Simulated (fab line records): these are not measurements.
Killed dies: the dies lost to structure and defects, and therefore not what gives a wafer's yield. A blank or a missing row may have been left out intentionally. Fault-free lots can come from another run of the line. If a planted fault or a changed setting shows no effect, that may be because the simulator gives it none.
Which tool did it? :: flow gf180mcu :: 24 lots with 72 wafers sampled at 6 steps, on a route of 602 steps

## WHAT EACH GAUGE READ, for each wafer
GF_V4_OVL_MEAS_15. Usual: V4_OVL -2 nm, standard deviation 5.4.
lot: L074
measured: day 24 07:10
on: overlay-02
V4_OVL (nm): -5 -10 -5
flag: 

lot: L075
measured: day 24 12:30
on: overlay-01
V4_OVL (nm): -1 1 4
flag: 

lot: L076
measured: day 24 23:45
on: overlay-02
V4_OVL (nm): -8 -8 -4
flag: 

lot: L077
measured: day 25 15:04
on: overlay-02
V4_OVL (nm): 5 4 8
flag: 

lot: L078
measured: day 25 19:50
on: overlay-02
V4_OVL (nm): 1 -6 -3
flag: 

lot: L079
measured: day 26 02:25
on: overlay-01
V4_OVL (nm): -3 -5 -1
flag: 

lot: L080
measured: day 26 16:12
on: overlay-02
V4_OVL (nm): 9 2 1
flag: 

lot: L081
measured: day 26 19:16
on: overlay-01
V4_OVL (nm): 0 -6 1
flag: 

lot: L082
measured: day 27 05:32
on: overlay-01
V4_OVL (nm): -1 0 2
flag: 

lot: L083
measured: day 27 13:40
on: overlay-01
V4_OVL (nm): 4 8 -1
flag: 

lot: L084
measured: day 27 20:16
on: overlay-02
V4_OVL (nm): -5 2 -3
flag: 

lot: L085
measured: day 28 03:04
on: overlay-01
V4_OVL (nm): 0 -3 -4
flag: 

lot: L086
measured: day 28 13:52
on: overlay-01
V4_OVL (nm): -2 2 -4
flag: 

lot: L087
measured: day 28 16:25
on: overlay-02
V4_OVL (nm): 8 -3 2
flag: 

lot: L088
measured: day 28 20:38
on: overlay-02
V4_OVL (nm): 2 1 -6
flag: 

lot: L089
measured: day 29 07:28
on: overlay-02
V4_OVL (nm): 8 -1 1
flag: 

lot: L090
measured: day 29 14:04
on: overlay-02
V4_OVL (nm): 1 2 -3
flag: 

lot: L091
measured: day 29 19:41
on: overlay-01
V4_OVL (nm): -3 -10 -6
flag: 

lot: L092
measured: day 29 21:37
on: overlay-02
V4_OVL (nm): 9 2 4
flag: 

lot: L093
measured: day 30 08:40
on: overlay-01
V4_OVL (nm): 3 6 -2
flag: 

lot: L094
measured: day 30 18:28
on: overlay-02
V4_OVL (nm): 1 -10 -3
flag: 

lot: L095
measured: day 30 20:01
on: overlay-02
V4_OVL (nm): 0 -1 0
flag: 

lot: L096
measured: day 31 04:46
on: overlay-02
V4_OVL (nm): -5 -7 7
flag: 

lot: L097
measured: day 31 06:01
on: overlay-01
V4_OVL (nm): -20 -11 -9
flag: 

GF_M5_CD_MEAS_07: target cd 280 nm. Usual: cd nm reads 280.2 nm (standard deviation 1.2).
lot: L074
measured: day 26 04:29
on: cd sem-02
cd nm (nm): 282.2 281.7 281.9
flag: 

lot: L075
measured: day 26 07:50
on: cd sem-01
cd nm (nm): 276.9 278.6 277.0
flag: 

lot: L076
measured: day 26 18:31
on: cd sem-02
cd nm (nm): 278.6 279.5 280.3
flag: 

lot: L077
measured: day 27 10:17
on: cd sem-01
cd nm (nm): 279.2 279.8 280.7
flag: 

lot: L078
measured: day 27 17:41
on: cd sem-02
cd nm (nm): 279.1 280.7 279.7
flag: 

lot: L079
measured: day 27 22:16
on: cd sem-01
cd nm (nm): 276.8 278.3 277.2
flag: 

lot: L080
measured: day 28 10:19
on: cd sem-01
cd nm (nm): 281.8 284.1 282.5
flag: 

lot: L081
measured: day 28 13:06
on: cd sem-01
cd nm (nm): 280.8 279.8 281.9
flag: 

lot: L082
measured: day 28 22:53
on: cd sem-01
cd nm (nm): 281.8 281.3 280.1
flag: 

lot: L083
measured: day 29 07:00
on: cd sem-02
cd nm (nm): 280.2 280.4 281.2
flag: 

lot: L084
measured: day 29 12:45
on: cd sem-02
cd nm (nm): 280.2 280.1 281.0
flag: 

lot: L085
measured: day 29 18:50
on: cd sem-02
cd nm (nm): 281.0 281.3 280.6
flag: 

lot: L086
measured: day 30 04:59
on: cd sem-01
cd nm (nm): 280.1 280.2 280.7
flag: 

lot: L087
measured: day 30 07:53
on: cd sem-01
cd nm (nm): 279.9 279.5 279.9
flag: 

lot: L088
measured: day 30 14:17
on: cd sem-02
cd nm (nm): 281.0 281.2 281.8
flag: 

lot: L089
measured: day 30 21:38
on: cd sem-02
cd nm (nm): 280.2 278.9 279.6
flag: 

lot: L090
measured: day 31 04:29
on: cd sem-01
cd nm (nm): 279.9 281.2 279.6
flag: 

lot: L091
measured: day 31 11:09
on: cd sem-01
cd nm (nm): 278.9 279.2 279.9
flag: 

lot: L092
measured: day 31 11:50
on: cd sem-02
cd nm (nm): 279.7 279.0 280.2
flag: 

lot: L093
measured: day 31 21:02
on: cd sem-01
cd nm (nm): 280.0 280.4 279.6
flag: 

lot: L094
measured: day 32 07:04
on: cd sem-02
cd nm (nm): 280.9 282.1 281.1
flag: 

lot: L095
measured: day 32 08:43
on: cd sem-01
cd nm (nm): 280.7 280.0 279.6
flag: 

lot: L096
measured: day 32 16:13
on: cd sem-01
cd nm (nm): 279.9 279.5 279.1
flag: 

lot: L097
measured: day 32 17:19
on: cd sem-02
cd nm (nm): 280.5 281.9 281.2
flag: 

GF_M5_OVL_MEAS_08. Usual: M5_OVL -4 nm, standard deviation 6.1.
lot: L074
measured: day 26 04:35
on: overlay-01
M5_OVL (nm): -13 -8 -10
flag: 

lot: L075
measured: day 26 07:56
on: overlay-01
M5_OVL (nm): -10 -9 -3
flag: 

lot: L076
measured: day 26 18:37
on: overlay-01
M5_OVL (nm): 2 -13 -1
flag: 

lot: L077
measured: day 27 10:25
on: overlay-01
M5_OVL (nm): -13 3 -1
flag: 

lot: L078
measured: day 27 17:49
on: overlay-02
M5_OVL (nm): -5 6 -8
flag: 

lot: L079
measured: day 27 22:22
on: overlay-02
M5_OVL (nm): 4 -9 5
flag: 

lot: L080
measured: day 28 10:26
on: overlay-01
M5_OVL (nm): -5 -11 -8
flag: 

lot: L081
measured: day 28 13:13
on: overlay-01
M5_OVL (nm): 1 0 4
flag: 

lot: L082
measured: day 28 22:58
on: overlay-01
M5_OVL (nm): 5 7 2
flag: 

lot: L083
measured: day 29 07:07
on: overlay-02
M5_OVL (nm): -7 -12 -6
flag: 

lot: L084
measured: day 29 12:52
on: overlay-02
M5_OVL (nm): 0 1 -4
flag: 

lot: L085
measured: day 29 18:55
on: overlay-01
M5_OVL (nm): -5 3 -8
flag: 

lot: L086
measured: day 30 05:07
on: overlay-01
M5_OVL (nm): 5 0 -3
flag: 

lot: L087
measured: day 30 07:58
on: overlay-01
M5_OVL (nm): 2 -1 -3
flag: 

lot: L088
measured: day 30 14:25
on: overlay-01
M5_OVL (nm): -4 -8 -14
flag: 

lot: L089
measured: day 30 21:44
on: overlay-01
M5_OVL (nm): -4 -16 4
flag: 

lot: L090
measured: day 31 04:37
on: overlay-02
M5_OVL (nm): -2 -3 -10
flag: 

lot: L091
measured: day 31 11:16
on: overlay-02
M5_OVL (nm): -15 -3 -10
flag: 

lot: L092
measured: day 31 11:55
on: overlay-01
M5_OVL (nm): -8 -4 -3
flag: 

lot: L093
measured: day 31 21:10
on: overlay-02
M5_OVL (nm): 2 5 0
flag: 

lot: L094
measured: day 32 07:11
on: overlay-01
M5_OVL (nm): -8 0 -10
flag: 

lot: L095
measured: day 32 08:50
on: overlay-02
M5_OVL (nm): 2 0 -9
flag: 

lot: L096
measured: day 32 16:19
on: overlay-01
M5_OVL (nm): -10 -6 -2
flag: 

lot: L097
measured: day 32 17:26
on: overlay-01
M5_OVL (nm): -13 -13 -13
flag: 

GF_V5_RS_MEAS_24: measures by four-point-probe. Usual: V5_W_RS 0.329 ohm/sq, standard deviation 0.0041.
lot: L074
measured: day 27 03:31
on: film metro-04
V5_W_RS (ohm/sq): 0.331 0.338 0.337
flag: 

lot: L075
measured: day 27 07:19
on: film metro-02
V5_W_RS (ohm/sq): 0.332 0.332 0.327
flag: 

lot: L076
measured: day 27 16:54
on: film metro-04
V5_W_RS (ohm/sq): 0.333 0.337 0.333
flag: 

lot: L077
measured: day 28 08:11
on: film metro-04
V5_W_RS (ohm/sq): 0.334 0.331 0.335
flag: 

lot: L078
measured: day 28 15:21
on: film metro-03
V5_W_RS (ohm/sq): 0.325 0.330 0.330
flag: 

lot: L079
measured: day 28 20:10
on: film metro-02
V5_W_RS (ohm/sq): 0.331 0.330 0.332
flag: 

lot: L080
measured: day 29 07:37
on: film metro-04
V5_W_RS (ohm/sq): 0.336 0.330 0.335
flag: 

lot: L081
measured: day 29 10:34
on: film metro-04
V5_W_RS (ohm/sq): 0.327 0.329 0.327
flag: 

lot: L082
measured: day 29 21:43
on: film metro-03
V5_W_RS (ohm/sq): 0.328 0.328 0.329
flag: 

lot: L083
measured: day 30 04:39
on: film metro-04
V5_W_RS (ohm/sq): 0.330 0.328 0.325
flag: 

lot: L084
measured: day 30 10:30
on: film metro-04
V5_W_RS (ohm/sq): 0.327 0.324 0.328
flag: 

lot: L085
measured: day 30 15:51
on: film metro-02
V5_W_RS (ohm/sq): 0.332 0.331 0.331
flag: 

lot: L086
measured: day 31 01:41
on: film metro-03
V5_W_RS (ohm/sq): 0.328 0.332 0.328
flag: 

lot: L087
measured: day 31 03:40
on: film metro-03
V5_W_RS (ohm/sq): 0.330 0.325 0.329
flag: 

lot: L088
measured: day 31 10:20
on: film metro-03
V5_W_RS (ohm/sq): 0.326 0.320 0.322
flag: 

lot: L089
measured: day 31 17:58
on: film metro-03
V5_W_RS (ohm/sq): 0.323 0.330 0.323
flag: 

lot: L090
measured: day 32 00:29
on: film metro-04
V5_W_RS (ohm/sq): 0.326 0.335 0.323
flag: 

lot: L091
measured: day 32 06:27
on: film metro-02
V5_W_RS (ohm/sq): 0.332 0.328 0.333
flag: 

lot: L092
measured: day 32 07:40
on: film metro-02
V5_W_RS (ohm/sq): 0.331 0.329 0.325
flag: 

lot: L093
measured: day 32 16:29
on: film metro-02
V5_W_RS (ohm/sq): 0.329 0.327 0.335
flag: 

lot: L094
measured: day 33 01:35
on: film metro-04
V5_W_RS (ohm/sq): 0.325 0.328 0.330
flag: 

lot: L095
measured: day 33 03:52
on: film metro-04
V5_W_RS (ohm/sq): 0.329 0.322 0.321
flag: 

lot: L096
measured: day 33 10:37
on: film metro-04
V5_W_RS (ohm/sq): 0.323 0.325 0.318
flag: 

lot: L097
measured: day 33 11:39
on: film metro-02
V5_W_RS (ohm/sq): 0.336 0.333 0.325
flag: 

## WHICH TOOL RAN EACH LOT (tool, then ch and the chambers of the sampled wafers, then the start)
lot: L074
GF_V4_SPUTTER_22: pvd sputter-04, day 24 07:56
GF_MIM_SPUTTER_03: pvd sputter-01, day 24 08:44

lot: L075
GF_V4_SPUTTER_22: pvd sputter-01, day 24 13:19
GF_MIM_SPUTTER_03: pvd sputter-02, day 24 14:07

lot: L076
GF_V4_SPUTTER_22: pvd sputter-03, day 25 00:31
GF_MIM_SPUTTER_03: pvd sputter-04, day 25 01:18

lot: L077
GF_V4_SPUTTER_22: pvd sputter-04, day 25 15:50
GF_MIM_SPUTTER_03: pvd sputter-01, day 25 16:38

lot: L078
GF_V4_SPUTTER_22: pvd sputter-03, day 25 20:36
GF_MIM_SPUTTER_03: pvd sputter-04, day 26 00:19

lot: L079
GF_V4_SPUTTER_22: pvd sputter-03, day 26 03:10
GF_MIM_SPUTTER_03: pvd sputter-02, day 26 03:58

lot: L080
GF_V4_SPUTTER_22: pvd sputter-03, day 26 17:00
GF_MIM_SPUTTER_03: pvd sputter-01, day 26 17:49

lot: L081
GF_V4_SPUTTER_22: pvd sputter-03, day 26 20:01
GF_MIM_SPUTTER_03: pvd sputter-02, day 26 20:49

lot: L082
GF_V4_SPUTTER_22: pvd sputter-01, day 27 06:17
GF_MIM_SPUTTER_03: pvd sputter-04, day 27 07:04

lot: L083
GF_V4_SPUTTER_22: pvd sputter-03, day 27 14:25
GF_MIM_SPUTTER_03: pvd sputter-01, day 27 15:14

lot: L084
GF_V4_SPUTTER_22: pvd sputter-04, day 27 21:01
GF_MIM_SPUTTER_03: pvd sputter-01, day 27 21:49

lot: L085
GF_V4_SPUTTER_22: pvd sputter-01, day 28 03:49
GF_MIM_SPUTTER_03: pvd sputter-02, day 28 04:37

lot: L086
GF_V4_SPUTTER_22: pvd sputter-03, day 28 14:38
GF_MIM_SPUTTER_03: pvd sputter-04, day 28 15:26

lot: L087
GF_V4_SPUTTER_22: pvd sputter-04, day 28 17:12
GF_MIM_SPUTTER_03: pvd sputter-01, day 28 18:01

lot: L088
GF_V4_SPUTTER_22: pvd sputter-03, day 28 21:25
GF_MIM_SPUTTER_03: pvd sputter-04, day 29 00:33

lot: L089
GF_V4_SPUTTER_22: pvd sputter-01, day 29 08:13
GF_MIM_SPUTTER_03: pvd sputter-02, day 29 09:00

lot: L090
GF_V4_SPUTTER_22: pvd sputter-03, day 29 14:55
GF_MIM_SPUTTER_03: pvd sputter-02, day 29 15:54

lot: L091
GF_V4_SPUTTER_22: pvd sputter-03, day 29 20:26
GF_MIM_SPUTTER_03: pvd sputter-01, day 29 21:21

lot: L092
GF_V4_SPUTTER_22: pvd sputter-01, day 29 22:22
GF_MIM_SPUTTER_03: pvd sputter-02, day 29 23:09

lot: L093
GF_V4_SPUTTER_22: pvd sputter-01, day 30 09:25
GF_MIM_SPUTTER_03: pvd sputter-04, day 30 10:13

lot: L094
GF_V4_SPUTTER_22: pvd sputter-04, day 30 19:13
GF_MIM_SPUTTER_03: pvd sputter-01, day 30 20:01

lot: L095
GF_V4_SPUTTER_22: pvd sputter-01, day 30 20:46
GF_MIM_SPUTTER_03: pvd sputter-01, day 30 21:34

lot: L096
GF_V4_SPUTTER_22: pvd sputter-01, day 31 05:31
GF_MIM_SPUTTER_03: pvd sputter-04, day 31 06:22

lot: L097
GF_V4_SPUTTER_22: pvd sputter-03, day 31 06:46
GF_MIM_SPUTTER_03: pvd sputter-04, day 31 07:34
- GF_V4_SPUTTER_22: material TiN, target thk 10 nm, time 40 s.
- GF_MIM_SPUTTER_03: material Ti, target thk 10 nm, time 6.7 s.

## AS READ BY THE TOOLS THEMSELVES (means over the sampled wafers that have a number; for cases with no such wafer, the mark the record gives instead)
GF_V4_SPUTTER_22. Usual: throttle valve pct reads 30.3 % (standard deviation 1.1).
lot: L074
tool: pvd sputter-04
throttle valve pct (%): 30.1
flag: 

lot: L075
tool: pvd sputter-01
throttle valve pct (%): 30.6
flag: 

lot: L076
tool: pvd sputter-03
throttle valve pct (%): 29.0
flag: 

lot: L077
tool: pvd sputter-04
throttle valve pct (%): 29.7
flag: 

lot: L078
tool: pvd sputter-03
throttle valve pct (%): 29.6
flag: 

lot: L079
tool: pvd sputter-03
throttle valve pct (%): 30.6
flag: 

lot: L080
tool: pvd sputter-03
throttle valve pct (%): 29.6
flag: 

lot: L081
tool: pvd sputter-03
throttle valve pct (%): 31.4
flag: 

lot: L082
tool: pvd sputter-01
throttle valve pct (%): 30.8
flag: 

lot: L083
tool: pvd sputter-03
throttle valve pct (%): 30.3
flag: 

lot: L084
tool: pvd sputter-04
throttle valve pct (%): 30.2
flag: 

lot: L085
tool: pvd sputter-01
throttle valve pct (%): 30.4
flag: 

lot: L086
tool: pvd sputter-03
throttle valve pct (%): 29.5
flag: 

lot: L087
tool: pvd sputter-04
throttle valve pct (%): 30.0
flag: 

lot: L088
tool: pvd sputter-03
throttle valve pct (%): 29.8
flag: 

lot: L089
tool: pvd sputter-01
throttle valve pct (%): 31.2
flag: 

lot: L090
tool: pvd sputter-03
throttle valve pct (%): 29.4
flag: 

lot: L091
tool: pvd sputter-03
throttle valve pct (%): 29.8
flag: 

lot: L092
tool: pvd sputter-01
throttle valve pct (%): 30.7
flag: 

lot: L093
tool: pvd sputter-01
throttle valve pct (%): 30.6
flag: 

lot: L094
tool: pvd sputter-04
throttle valve pct (%): 30.3
flag: 

lot: L095
tool: pvd sputter-01
throttle valve pct (%): 31.2
flag: 

lot: L096
tool: pvd sputter-01
throttle valve pct (%): 31.0
flag: 

lot: L097
tool: pvd sputter-03
throttle valve pct (%): 28.6
flag: 

GF_MIM_SPUTTER_03. Usual: throttle valve pct reads 30.3 % (standard deviation 0.84).
lot: L074
tool: pvd sputter-01
throttle valve pct (%): 31.2
flag: 

lot: L075
tool: pvd sputter-02
throttle valve pct (%): 29.9
flag: 

lot: L076
tool: pvd sputter-04
throttle valve pct (%): 30.0
flag: 

lot: L077
tool: pvd sputter-01
throttle valve pct (%): 30.5
flag: 

lot: L078
tool: pvd sputter-04
throttle valve pct (%): 29.9
flag: 

lot: L079
tool: pvd sputter-02
throttle valve pct (%): 30.4
flag: 

lot: L080
tool: pvd sputter-01
throttle valve pct (%): 30.8
flag: 

lot: L081
tool: pvd sputter-02
throttle valve pct (%): 30.4
flag: 

lot: L082
tool: pvd sputter-04
throttle valve pct (%): 30.7
flag: 

lot: L083
tool: pvd sputter-01
throttle valve pct (%): 31.2
flag: 

lot: L084
tool: pvd sputter-01
throttle valve pct (%): 31.4
flag: 

lot: L085
tool: pvd sputter-02
throttle valve pct (%): 30.6
flag: 

lot: L086
tool: pvd sputter-04
throttle valve pct (%): 30.0
flag: 

lot: L087
tool: pvd sputter-01
throttle valve pct (%): 31.3
flag: 

lot: L088
tool: pvd sputter-04
throttle valve pct (%): 29.6
flag: 

lot: L089
tool: pvd sputter-02
throttle valve pct (%): 29.7
flag: 

lot: L090
tool: pvd sputter-02
throttle valve pct (%): 30.2
flag: 

lot: L091
tool: pvd sputter-01
throttle valve pct (%): 30.7
flag: 

lot: L092
tool: pvd sputter-02
throttle valve pct (%): 30.6
flag: 

lot: L093
tool: pvd sputter-04
throttle valve pct (%): 30.0
flag: 

lot: L094
tool: pvd sputter-01
throttle valve pct (%): 31.1
flag: 

lot: L095
tool: pvd sputter-01
throttle valve pct (%): 30.5
flag: 

lot: L096
tool: pvd sputter-04
throttle valve pct (%): 29.5
flag: 

lot: L097
tool: pvd sputter-04
throttle valve pct (%): 29.6
flag: 

## THE ANSWER, worked out from the rows above alone
Rule: take the mean of a lot's wafers that have a number; if it is more than 3 standard deviations from the usual mean, the lot is off. A lot without any number at a reading at which 4 lots or more have one is off too. Where the step has rows for the other lots, those lots are counted as sound. The gauges are gone through in route order, then the tools' own readings, and for those a lot's mean is taken as printed above. At the first step where some lot is off, the reading lying furthest off is the one used; lots without a number count as furthest.
No lot is off on any of the readings shown, so nothing can be concluded from this.

## WHAT WAS PUT IN BY THE SIMULATOR
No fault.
